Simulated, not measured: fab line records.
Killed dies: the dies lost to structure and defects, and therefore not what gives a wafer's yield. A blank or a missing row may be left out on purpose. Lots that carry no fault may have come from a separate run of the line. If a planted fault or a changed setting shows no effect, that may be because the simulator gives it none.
fab line records	flow sky130
record: lots: 13	wafers: 39	lastDay: 50
route steps=708 shown NWELL@63 VT_ADJUST_HVTP@94 VT_ADJUST_NCORE@127 SONOS_TUNNEL@161 PAD_OPEN@708
lots that met no fault: from a run of the same line without faults
startH: the number of hours between the record's first day and the start of the first shown wafer of the lot	waitH: how many hours have passed since the lot's step before this one	" unchanged from the row above	L1.1+2: a single row standing in for several wafers	- no value, or no start given	* or withheld: withheld	< > ~ a bound
route shown NAME@n: NAME is a module with steps in the file, n the number in the route of the first one	usual: the fault-free wafers' mean and standard deviation	same: alike in all rows	chamber/n: place in a boat	sites: per-site readings	_std_site: standard deviation across them	_edge_site: outer sites' mean less inner sites'	radiusMm: for every site, how far away it sits from the centre of the wafer	mask NAME#n: copy n	behind: the most recent tool/chamber to have shaped the wafer	hold: what put the lot on hold/how long, in hours/how the hold closed	device: the transistor (n, p or np) that didn't switch	end of line: the same wafers' tests at the end of the route	a step with no rows: only its recipe	killed: count of dies lost to structure and defects at first sort (not the wafer's yield)	map: shows each die of a wafer: x if killed, . if not, _ if none is there
set.NAME: the setting the step ran with; set.NAME@STEP: the setting that earlier step ran with	model.NAME: the simulator's own value behind a step, which no gauge read
the route's steps for a sample of lots (tables are steps, rows are wafers)
services: a tool's chamber out of use, with start hour (startH, from the record's first day; less than 0 if before it), hours out, and reason
== steps ==
step: SKY_NWELL_OVL_MEAS_10
usual: NWELL_00_OVL: 0.1/1.7
lot.wafer	tool	chamber	startH	waitH	NWELL_00_OVL[nm]
L901.2	overlay-02	-	97.57	-	0.6
L901.5	"	-	"	"	1.0
L901.6	"	-	"	"	1.3
L903.2	overlay-01	-	109.16	-	2.5
L903.5	"	-	"	"	2.0
L903.6	"	-	"	"	2.1
L904.1	overlay-01	-	113.05	-	-0.5
L904.3	"	-	"	"	-1.3
L904.6	"	-	"	"	-0.7
L906.1	overlay-01	-	129.61	-	-0.7
L906.2	"	-	"	"	1.0
L906.5	"	-	"	"	0.0
L907.3	overlay-01	-	133.12	-	-0.1
L907.4	"	-	"	"	0.1
L907.5	"	-	"	"	-0.4
L908.1	overlay-02	-	139.60	-	-1.8
L908.4	"	-	"	"	-0.6
L908.6	"	-	"	"	-2.0
L910.3	overlay-02	-	149.32	-	-0.7
L910.4	"	-	"	"	-1.2
L910.6	"	-	"	"	-2.5
L912.1	overlay-01	-	162.30	-	0.1
L912.4	"	-	"	"	0.7
L912.5	"	-	"	"	1.0
L913.2	overlay-02	-	166.31	-	-0.7
L913.3	"	-	"	"	-0.6
L913.5	"	-	"	"	-1.1
L918.2	overlay-01	-	194.17	-	1.8
L918.3	"	-	"	"	2.3
L918.6	"	-	"	"	4.4
L920.1	overlay-01	-	206.55	-	2.1
L920.4	"	-	"	"	1.2
L920.5	"	-	"	"	3.9
L921.2	overlay-01	-	213.71	-	-1.1
L921.3	"	-	"	"	0.1
L921.4	"	-	"	"	-0.9
L922.1	overlay-01	-	220.30	-	-3.6
L922.3	"	-	"	"	-4.4
L922.4	"	-	"	"	-2.3
step: SKY_VT_ADJUST_HVTP_IMPLANT_09
recipe: species: As	energyKev: 150	doseCm2: 4.3e+12	tiltDeg: withheld
usual: doseIonsCm2: 4.3e+12/4.7e+09	faradayCurrentUA: 24.3/0.51
lot.wafer	tool	chamber	startH	waitH	doseIonsCm2	faradayCurrentUA
L901.2	implanter-03	0	135.19	0.0	4.302e+12	24.4
L901.5	"	0	"	"	4.295e+12	23.9
L901.6	"	0	"	"	4.304e+12	24.4
L903.2	implanter-04	0	146.84	0.0	4.298e+12	24.3
L903.5	"	0	"	"	4.301e+12	23.7
L903.6	"	0	"	"	4.302e+12	23.7
L904.1	implanter-04	0	152.40	0.0	4.298e+12	24.6
L904.3	"	0	"	"	4.299e+12	24.1
L904.6	"	0	"	"	4.302e+12	24.7
L906.1	implanter-04	0	169.30	0.0	4.308e+12	24.3
L906.2	"	0	"	"	4.305e+12	24.5
L906.5	"	0	"	"	4.309e+12	25.0
L907.3	implanter-04	0	173.67	0.1	4.298e+12	23.8
L907.4	"	0	"	"	4.296e+12	24.6
L907.5	"	0	"	"	4.297e+12	24.2
L908.1	implanter-04	0	181.97	0.0	4.303e+12	24.5
L908.4	"	0	"	"	4.306e+12	25.0
L908.6	"	0	"	"	4.308e+12	24.4
L910.3	implanter-03	0	190.60	0.1	4.302e+12	24.0
L910.4	"	0	"	"	4.303e+12	25.2
L910.6	"	0	"	"	4.299e+12	25.0
L912.1	implanter-04	0	205.02	0.0	2.899e+12	15.9
L912.4	"	0	"	"	2.904e+12	15.8
L912.5	"	0	"	"	2.894e+12	16.2
L913.2	implanter-01	0	209.93	0.0	4.291e+12	23.7
L913.3	"	0	"	"	4.288e+12	24.6
L913.5	"	0	"	"	4.294e+12	23.1
L918.2	implanter-04	0	240.59	0.0	2.901e+12	16.0
L918.3	"	0	"	"	2.899e+12	15.8
L918.6	"	0	"	"	2.9e+12	16.6
L920.1	implanter-03	0	253.62	0.0	4.301e+12	24.7
L920.4	"	0	"	"	4.302e+12	24.2
L920.5	"	0	"	"	4.305e+12	23.9
L921.2	implanter-01	0	262.13	0.0	4.296e+12	24.4
L921.3	"	0	"	"	4.304e+12	24.7
L921.4	"	0	"	"	4.297e+12	24.8
L922.1	implanter-01	0	269.07	0.0	4.297e+12	23.9
L922.3	"	0	"	"	4.293e+12	24.1
L922.4	"	0	"	"	4.298e+12	24.1
step: SKY_VT_ADJUST_HVTP_TW_MEAS_11
usual: VT_ADJUST_HVTP_TW: 1366/18
lot.wafer	tool	chamber	startH	waitH	hold	VT_ADJUST_HVTP_TW
L901.2	filmMetro-01	-	135.43	0.1	-	1354
L901.5	"	-	"	"	-	1348
L901.6	"	-	"	"	-	1348
L903.2	filmMetro-04	-	147.08	0.1	-	1365
L903.5	"	-	"	"	-	1352
L903.6	"	-	"	"	-	1352
L904.1	filmMetro-01	-	152.65	0.1	-	1347
L904.3	"	-	"	"	-	1351
L904.6	"	-	"	"	-	1341
L906.1	filmMetro-02	-	169.55	0.1	-	1385
L906.2	"	-	"	"	-	1387
L906.5	"	-	"	"	-	1381
L907.3	filmMetro-04	-	173.89	0.1	-	1349
L907.4	"	-	"	"	-	1354
L907.5	"	-	"	"	-	1351
L908.1	filmMetro-02	-	182.22	0.1	-	1382
L908.4	"	-	"	"	-	1386
L908.6	"	-	"	"	-	1380
L910.3	filmMetro-01	-	190.82	0.1	-	1351
L910.4	"	-	"	"	-	1350
L910.6	"	-	"	"	-	1352
L912.1	filmMetro-04	-	205.27	0.1	awaitDispo/0.2h/release	1194
L912.4	"	-	"	"	awaitDispo/0.2h/release	1193
L912.5	"	-	"	"	awaitDispo/0.2h/release	1195
L912.1	filmMetro-04	-	205.50	0.2	-	1196
L912.4	"	-	"	"	-	1198
L912.5	"	-	"	"	-	1195
L913.2	filmMetro-04	-	210.16	0.1	-	1357
L913.3	"	-	"	"	-	1354
L913.5	"	-	"	"	-	1348
L918.2	filmMetro-04	-	240.83	0.1	awaitDispo/0.2h/release	1206
L918.3	"	-	"	"	awaitDispo/0.2h/release	1198
L918.6	"	-	"	"	awaitDispo/0.2h/release	1196
L918.2	filmMetro-04	-	241.05	0.2	-	1202
L918.3	"	-	"	"	-	1201
L918.6	"	-	"	"	-	1203
L920.1	filmMetro-02	-	253.87	0.1	-	1396
L920.4	"	-	"	"	-	1387
L920.5	"	-	"	"	-	1387
L921.2	filmMetro-02	-	262.36	0.1	-	1392
L921.3	"	-	"	"	-	1394
L921.4	"	-	"	"	-	1396
L922.1	filmMetro-01	-	269.32	0.1	-	1349
L922.3	"	-	"	"	-	1354
L922.4	"	-	"	"	-	1353
step: SKY_VT_ADJUST_NCORE_OVL_MEAS_08
usual: VT_ADJUST_NCORE_OVL: 0.3/1.4
lot.wafer	tool	chamber	startH	waitH	VT_ADJUST_NCORE_OVL[nm]
L901.2	overlay-01	-	198.04	0.1	0.2
L901.5	"	-	"	"	0.3
L901.6	"	-	"	"	-0.2
L903.2	overlay-02	-	209.44	0.1	0.5
L903.5	"	-	"	"	-1.5
L903.6	"	-	"	"	-0.1
L904.1	overlay-01	-	215.03	0.1	2.3
L904.3	"	-	"	"	2.1
L904.6	"	-	"	"	0.0
L906.1	overlay-02	-	235.57	0.1	-1.0
L906.2	"	-	"	"	-0.2
L906.5	"	-	"	"	-1.1
L907.3	overlay-02	-	239.89	0.1	1.4
L907.4	"	-	"	"	2.2
L907.5	"	-	"	"	1.2
L908.1	overlay-01	-	249.38	0.1	-0.5
L908.4	"	-	"	"	-1.6
L908.6	"	-	"	"	-2.7
L910.3	overlay-01	-	258.78	0.1	-0.7
L910.4	"	-	"	"	-0.3
L910.6	"	-	"	"	-1.5
L912.1	overlay-02	-	275.13	0.1	0.9
L912.4	"	-	"	"	1.6
L912.5	"	-	"	"	2.9
L913.2	overlay-01	-	281.44	0.1	1.0
L913.3	"	-	"	"	0.3
L913.5	"	-	"	"	1.2
L918.2	overlay-01	-	314.09	0.1	-2.3
L918.3	"	-	"	"	-1.5
L918.6	"	-	"	"	-2.9
L920.1	overlay-02	-	329.54	0.1	-0.4
L920.4	"	-	"	"	0.8
L920.5	"	-	"	"	-0.7
L921.2	overlay-01	-	339.79	0.1	-0.5
L921.3	"	-	"	"	0.3
L921.4	"	-	"	"	1.3
L922.1	overlay-02	-	345.98	0.1	1.9
L922.3	"	-	"	"	1.7
L922.4	"	-	"	"	2.5
step: SKY_SONOS_TUNNEL_CD_MEAS_07
recipe: targetCdNm: 410
usual: cdNm: 410.2/2.1
lot.wafer	tool	chamber	startH	waitH	cdNm
L901.2	cdSem-01	-	267.53	0.1	410.2
L901.5	"	-	"	"	408.0
L901.6	"	-	"	"	408.9
L903.2	cdSem-01	-	280.72	0.1	412.1
L903.5	"	-	"	"	412.9
L903.6	"	-	"	"	413.3
L904.1	cdSem-02	-	286.80	0.1	409.8
L904.3	"	-	"	"	411.0
L904.6	"	-	"	"	408.1
L906.1	cdSem-01	-	309.66	0.1	409.2
L906.2	"	-	"	"	409.4
L906.5	"	-	"	"	408.7
L907.3	cdSem-01	-	314.09	0.1	405.8
L907.4	"	-	"	"	409.6
L907.5	"	-	"	"	403.9
L908.1	cdSem-01	-	324.90	0.1	406.7
L908.4	"	-	"	"	409.1
L908.6	"	-	"	"	408.4
L910.3	cdSem-01	-	335.89	0.1	410.8
L910.4	"	-	"	"	408.7
L910.6	"	-	"	"	407.3
L912.1	cdSem-02	-	354.20	0.1	412.4
L912.4	"	-	"	"	412.8
L912.5	"	-	"	"	414.1
L913.2	cdSem-02	-	360.27	0.1	408.0
L913.3	"	-	"	"	410.0
L913.5	"	-	"	"	407.4
L918.2	cdSem-01	-	397.02	0.1	413.3
L918.3	"	-	"	"	413.7
L918.6	"	-	"	"	414.1
L920.1	cdSem-02	-	414.60	0.1	410.1
L920.4	"	-	"	"	409.0
L920.5	"	-	"	"	406.4
L921.2	cdSem-02	-	425.93	0.1	410.6
L921.3	"	-	"	"	410.7
L921.4	"	-	"	"	410.9
L922.1	cdSem-02	-	433.45	0.1	411.2
L922.3	"	-	"	"	410.5
L922.4	"	-	"	"	411.7
step: SKY_PAD_OPEN_PROBE_99
usual: killed_at_M0_to_M3: 43/6.9	killed_at_M4_up: 3.2/2	killedAtContacts: 25/5.1	killedAtFrontEnd: 15/4.5	killedAtOther: 0.2/0.51	killedDies: 85/9.5	killedOpen: 48/6.9	killedShort: 38/6.7
same: grossDies: 492	killedAtBackSide: 0
lot.wafer	tool	chamber	startH	waitH	hold	killed_at_M0_to_M3	killed_at_M4_up	killedAtContacts	killedAtFrontEnd	killedAtOther	killedDies	killedOpen	killedShort
L907.3	prober-02	-	1124.15	0.2	-	39	1	15	18	0	73	43	30
L907.4	prober-02	-	1124.20	0.2	-	44	3	24	14	0	85	46	39
L907.5	prober-02	-	1124.25	0.2	-	51	3	25	15	0	94	58	36
L910.3	prober-01	-	1139.44	0.2	-	44	7	20	10	0	81	43	38
L910.4	prober-01	-	1139.49	0.2	-	43	6	26	21	0	96	58	38
L910.6	prober-01	-	1139.59	0.2	-	60	2	27	15	0	104	56	48
L912.1	prober-01	-	1150.01	0.1	awaitDispo/1.4h/release	51	5	19	24	1	100	58	42
L912.4	prober-01	-	1150.16	0.2	awaitDispo/1.4h/release	32	6	28	11	1	78	42	36
L912.5	prober-01	-	1150.21	0.2	awaitDispo/1.4h/release	35	3	21	21	1	81	45	36
L913.2	prober-02	-	1152.52	0.1	-	39	1	16	10	1	67	31	36
L913.3	prober-02	-	1152.57	0.2	-	43	2	29	14	0	88	56	32
L913.5	prober-02	-	1152.67	0.2	-	47	6	14	7	0	74	41	33
L918.2	prober-01	-	1178.01	0.1	awaitDispo/2.4h/release	57	2	14	11	0	84	45	39
L918.3	prober-01	-	1178.06	0.2	awaitDispo/2.4h/release	46	8	21	14	0	89	40	49
L918.6	prober-01	-	1178.21	0.2	awaitDispo/2.4h/release	38	2	28	9	1	78	47	31
killed by level:class
L907.3 VIA1:geometricParticle:open=11 FIELD_ISO:geometricParticle:open=9 METAL1:geometricParticle:short=7 CONTACT:geometricParticle:open=6 VIA3:geometricParticle:open=5 FIELD_ISO:geometricParticle:short=4 CONTACT:geometricParticle:short=4 VIA1:geometricParticle:short=4
L907.4 VIA1:geometricParticle:open=13 VIA2:geometricParticle:open=8 CONTACT:geometricParticle:open=7 POLY_GATE:geometricParticle:open=5 LI_CONTACT:geometricParticle:open=5 METAL2:geometricParticle:short=5 LOCAL_INTERCONNECT:geometricParticle:short=5 CONTACT:geometricParticle:short=4
L907.5 VIA1:geometricParticle:open=12 VIA3:geometricParticle:open=10 LI_CONTACT:geometricParticle:open=8 VIA2:geometricParticle:open=7 CONTACT:geometricParticle:open=6 CONTACT:geometricParticle:short=5 METAL2:geometricParticle:short=5 METAL1:geometricParticle:short=5
L910.3 VIA1:geometricParticle:open=10 CONTACT:geometricParticle:open=7 VIA3:geometricParticle:open=7 METAL2:geometricParticle:short=6 METAL4:geometricParticle:short=5 LOCAL_INTERCONNECT:geometricParticle:short=5 CONTACT:geometricParticle:short=5 VIA1:geometricParticle:short=4
L910.4 VIA1:geometricParticle:open=13 CONTACT:geometricParticle:open=10 VIA3:geometricParticle:open=9 FIELD_ISO:geometricParticle:short=8 LI_CONTACT:geometricParticle:open=8 FIELD_ISO:geometricParticle:open=5 METAL4:geometricParticle:short=5 METAL2:geometricParticle:short=5
L910.6 VIA1:geometricParticle:open=19 VIA2:geometricParticle:open=11 LI_CONTACT:geometricParticle:open=7 CONTACT:geometricParticle:open=7 CONTACT:geometricParticle:short=7 FIELD_ISO:geometricParticle:short=6 METAL3:geometricParticle:short=6 LOCAL_INTERCONNECT:geometricParticle:short=5
L912.1 VIA1:geometricParticle:open=10 CONTACT:geometricParticle:open=10 POLY_GATE:geometricParticle:short=9 VIA2:geometricParticle:open=9 VIA3:geometricParticle:open=9 VIA1:geometricParticle:short=7 METAL2:geometricParticle:short=6 LI_CONTACT:geometricParticle:open=5
L912.4 CONTACT:geometricParticle:open=13 VIA1:geometricParticle:open=10 POLY_GATE:geometricParticle:short=5 CONTACT:geometricParticle:short=5 LI_CONTACT:geometricParticle:open=5 VIA2:geometricParticle:open=5 METAL3:geometricParticle:short=4 METAL4:geometricParticle:short=4
L912.5 VIA1:geometricParticle:open=10 CONTACT:geometricParticle:open=8 VIA2:geometricParticle:open=7 CONTACT:geometricParticle:short=6 FIELD_ISO:geometricParticle:open=5 LI_CONTACT:geometricParticle:open=5 POLY_GATE:geometricParticle:short=4 METAL1:geometricParticle:short=4
L913.2 METAL2:geometricParticle:short=9 CONTACT:geometricParticle:open=6 LOCAL_INTERCONNECT:geometricParticle:short=5 VIA1:geometricParticle:short=5 POLY_GATE:geometricParticle:open=4 VIA2:geometricParticle:open=4 LI_CONTACT:geometricParticle:open=4 METAL1:geometricParticle:short=4
L913.3 VIA1:geometricParticle:open=15 CONTACT:geometricParticle:open=12 VIA3:geometricParticle:open=8 LI_CONTACT:geometricParticle:open=8 METAL2:geometricParticle:short=6 FIELD_ISO:geometricParticle:open=4 FIELD_ISO:geometricParticle:short=3 LI_CONTACT:geometricParticle:short=3
L913.5 VIA1:geometricParticle:open=11 VIA1:geometricParticle:short=7 VIA3:geometricParticle:open=6 CONTACT:geometricParticle:open=5 METAL2:geometricParticle:short=5 VIA2:geometricParticle:open=5 FIELD_ISO:geometricParticle:open=4 LI_CONTACT:geometricParticle:open=4
L918.2 VIA3:geometricParticle:open=10 METAL1:geometricParticle:short=8 METAL2:geometricParticle:short=8 VIA1:geometricParticle:open=7 VIA1:geometricParticle:short=6 VIA2:geometricParticle:open=6 FIELD_ISO:geometricParticle:open=5 LI_CONTACT:geometricParticle:open=5
L918.3 VIA1:geometricParticle:open=10 CONTACT:geometricParticle:open=7 METAL1:geometricParticle:short=7 VIA2:geometricParticle:open=6 METAL4:geometricParticle:short=6 FIELD_ISO:geometricParticle:short=5 POLY_GATE:geometricParticle:short=5 VIA3:geometricParticle:short=5
L918.6 LI_CONTACT:geometricParticle:open=12 VIA1:geometricParticle:open=12 CONTACT:geometricParticle:open=9 METAL2:geometricParticle:short=6 METAL1:geometricParticle:short=5 VIA2:geometricParticle:open=4 POLY_GATE:geometricParticle:short=3 CONTACT:geometricParticle:short=3
== services ==
tool	chamber	startH	hours	kind
implanter-03	-	126.77	1.8	repair
implanter-04	-	135.60	1.8	repair
implanter-04	-	160.68	4.0	repair
implanter-03	-	169.40	16.4	pm
implanter-01	-	184.77	6.7	repair
implanter-04	-	200.25	2.2	repair
implanter-03	-	200.78	3.0	repair
== key ==
firstSign: step: SKY_VT_ADJUST_HVTP_IMPLANT_09	reading: doseIonsCm2	direction: down	sigmas: 99+	usual: *	struck: *
effect: step: SKY_VT_ADJUST_HVTP_IMPLANT_09	reading: faradayCurrentUA	direction: down	sigmas: 16	usual: 24.3	struck: 16.1
effect: step: SKY_VT_ADJUST_HVTP_TW_MEAS_11	reading: visit	direction: added
effect: step: SKY_VT_ADJUST_HVTP_TW_MEAS_11	reading: VT_ADJUST_HVTP_TW	direction: down	sigmas: 9.6	usual: 1366	struck: 1197
effect: step: SKY_PAD_OPEN_PROBE_99	reading: hold	direction: added
metAt SKY_VT_ADJUST_HVTP_IMPLANT_09
struckLots L912,L918
testerLeftOut L912,L918
notActingAt SKY_NWELL_OVL_MEAS_10,SKY_VT_ADJUST_NCORE_OVL_MEAS_08,SKY_SONOS_TUNNEL_CD_MEAS_07
onsetBetween 181.97 205.02
fault: kind: processParameterDrift	tool: implanter-04	chamber: -	onsetH: 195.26	steps: SKY_VT_ADJUST_HVTP_IMPLANT_09	channel: doseCm2	offset: *	shape: step	endH: 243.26	actsIn: *	stated: *
testerLeftOut: of these lots the tester's yield and bins aren't shown, on N5 and GAA mostly nor the transistor test; their killed dies are dies lost to structure and defects alone, not to doping, threshold or leakage, so they don't give the yield
